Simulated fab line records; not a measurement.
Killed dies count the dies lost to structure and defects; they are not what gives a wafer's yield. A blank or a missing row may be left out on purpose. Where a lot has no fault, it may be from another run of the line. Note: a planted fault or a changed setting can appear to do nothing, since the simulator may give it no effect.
Which tool is to blame? + flow sfq line + 13 lots with 39 wafers sampled at 3 steps, on a route of 325 steps

## WHAT THE GAUGES SHOWED, per wafer
Not one reading of a measure or inspect step in the record can be checked against a usual standard deviation.

## WHAT TOOL EACH LOT RAN ON (gives the tool, then ch and the chambers of the sampled wafers, and finally the start)
| lot  | SFQ_TRILAYER_I6_CMP_CMP_166   | SFQ_TRILAYER_I6_METRO_MEASURE_167 | SFQ_TRILAYER_I6_VIA_ETCH_VIA_ETCH_172 |
|------|-------------------------------|-----------------------------------|---------------------------------------|
| L922 | cmp-02 ch 2,3, day 68 13:44   | film metro-03, day 68 16:34       | rie diel-02 ch 0,2, day 73 15:17      |
| L923 | cmp-01 ch 0,1,2, day 68 15:19 | film metro-01, day 68 18:20       | rie diel-04 ch 0,1,3, day 73 17:41    |
| L924 | cmp-01 ch 0,1,3, day 68 18:49 | film metro-01, day 68 21:20       | rie diel-01 ch 0,2,3, day 73 21:17    |
| L925 | cmp-02 ch 0,1,2, day 68 20:14 | film metro-03, day 68 22:46       | rie diel-02 ch 2,3, day 73 23:41      |
| L926 | cmp-02 ch 0,2,3, day 71 23:07 | film metro-01, day 72 02:26       | rie diel-04 ch 1,2,3, day 76 21:25    |
| L927 | cmp-01 ch 0,1,3, day 72 01:49 | film metro-02, day 72 04:02       | rie diel-01 ch 0,1,2, day 77 02:16    |
| L932 | cmp-02 ch 0,2,3, day 76 01:32 | film metro-03, day 76 03:39       | rie diel-02 ch 1,2, day 80 17:37      |
| L934 | cmp-01 ch 0,1,2, day 76 06:35 | film metro-03, day 76 09:12       | rie diel-02 ch 0,1,3, day 80 22:25    |
| L938 | cmp-01 ch 1,2, day 76 16:17   | film metro-02, day 76 20:00       | rie diel-04 ch 0,3, day 81 08:01      |
| L939 | cmp-01 ch 0,1,3, day 76 20:59 | film metro-02, day 76 23:36       | rie diel-04 ch 0,2,3, day 81 11:37    |
| L943 | cmp-01 ch 0,1,3, day 77 23:37 | film metro-03, day 78 02:44       | rie diel-02 ch 0,1,3, day 82 11:23    |
| L944 | cmp-01 ch 0,2,3, day 78 04:30 | film metro-02, day 78 07:01       | rie diel-01 ch 0,1,2, day 82 13:47    |
| L945 | cmp-01 ch 1,2, day 78 06:30   | film metro-03, day 78 10:13       | rie diel-04 ch 0,2,3, day 82 15:03    |
- SFQ_TRILAYER_I6_CMP_CMP_166: polishes SiO2.
- SFQ_TRILAYER_I6_METRO_MEASURE_167
- SFQ_TRILAYER_I6_VIA_ETCH_VIA_ETCH_172: etches SiO2 in CHF3, stops on Nb, target depth 260 nm.

## WHAT THE TOOLS THEMSELVES READ (means of the sampled wafers that have a number; where no wafer has one, the mark that the record gives instead)
SFQ_TRILAYER_I6_CMP_CMP_166. Usual: motor current A 10.3 A, standard deviation 1.2; time to endpoint s 214 s, standard deviation 6.2.
| lot  | tool   | motor current A (A) | time to endpoint s (s) | flag |
|------|--------|---------------------|------------------------|------|
| L922 | cmp-02 | 11.2                | 215                    |      |
| L923 | cmp-01 | 9.7                 | 217                    |      |
| L924 | cmp-01 | 10.7                | 214                    |      |
| L925 | cmp-02 | 10.6                | 217                    |      |
| L926 | cmp-02 | 10.8                | 206                    |      |
| L927 | cmp-01 | 10.5                | 216                    |      |
| L932 | cmp-02 | 11.0                | 226                    |      |
| L934 | cmp-01 | 9.7                 | 211                    |      |
| L938 | cmp-01 | 9.4                 | 217                    |      |
| L939 | cmp-01 | 10.1                | 214                    |      |
| L943 | cmp-01 | 10.4                | 214                    |      |
| L944 | cmp-01 | 9.9                 | 206                    |      |
| L945 | cmp-01 | 9.6                 | 212                    |      |

SFQ_TRILAYER_I6_METRO_MEASURE_167. Usual: thk nm at 199.9 nm, with a standard deviation of 0.73.
| lot  | tool          | thk nm (nm) | flag |
|------|---------------|-------------|------|
| L922 | film metro-03 | 199.7       |      |
| L923 | film metro-01 | 201.0       |      |
| L924 | film metro-01 | 199.2       |      |
| L925 | film metro-03 | 200.8       |      |
| L926 | film metro-01 | 199.5       |      |
| L927 | film metro-02 | 200.9       |      |
| L932 | film metro-03 | 193.2       | OFF  |
| L934 | film metro-03 | 200.0       |      |
| L938 | film metro-02 | 200.5       |      |
| L939 | film metro-02 | 200.7       |      |
| L943 | film metro-03 | 199.9       |      |
| L944 | film metro-02 | 199.3       |      |
| L945 | film metro-03 | 199.7       |      |

SFQ_TRILAYER_I6_VIA_ETCH_VIA_ETCH_172. Usual: drypump motor current A 5.9 A, standard deviation 0.45; oes product au 0.855 a.u., standard deviation 0.0049.
| lot  | tool        | drypump motor current A (A) | oes product au (a.u.) | flag |
|------|-------------|-----------------------------|-----------------------|------|
| L922 | rie diel-02 | 5.6                         | 0.855                 |      |
| L923 | rie diel-04 | 5.9                         | 0.856                 |      |
| L924 | rie diel-01 | 6.0                         | 0.852                 |      |
| L925 | rie diel-02 | 5.2                         | 0.856                 |      |
| L926 | rie diel-04 | 5.7                         | 0.855                 |      |
| L927 | rie diel-01 | 6.2                         | 0.859                 |      |
| L932 | rie diel-02 | 5.5                         | 0.837                 | OFF  |
| L934 | rie diel-02 | 6.0                         | 0.857                 |      |
| L938 | rie diel-04 | 6.0                         | 0.854                 |      |
| L939 | rie diel-04 | 6.0                         | 0.857                 |      |
| L943 | rie diel-02 | 6.0                         | 0.855                 |      |
| L944 | rie diel-01 | 6.2                         | 0.853                 |      |
| L945 | rie diel-04 | 6.0                         | 0.857                 |      |

## THE ANSWER, worked out from the rows above alone
Rule: a lot counts as off when the mean over its wafers that have a number is more than 3 standard deviations away from the usual mean. Also off: a lot with no number at a reading for which 4 or more lots have one. Where the step has rows for the other lots, those lots are counted as sound. Order of review: gauges by route order, followed by the tools' own readings, for which a lot's mean as printed above is used. At the first step where some lot is off, the reading lying furthest off is the one used; lots without a number count as furthest.
Off: L932 (SFQ_TRILAYER_I6_METRO_MEASURE_167, thk nm).
If a tool, at that step or one of the process steps before it, ran each lot that is off and ran no sound lot following the first of them, it fits. One candidate fits, namely cmp-02 at SFQ_TRILAYER_I6_CMP_CMP_166. A fault onset in the window from L926 (day 71 23:07, its last sound lot) to L932 (day 76 01:32, its first lot off) fits.

## WHAT THE SIMULATOR HAD PUT IN
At SFQ_TRILAYER_I6_CMP_CMP_166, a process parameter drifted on cmp-02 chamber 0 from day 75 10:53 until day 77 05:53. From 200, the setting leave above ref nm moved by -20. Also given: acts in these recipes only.
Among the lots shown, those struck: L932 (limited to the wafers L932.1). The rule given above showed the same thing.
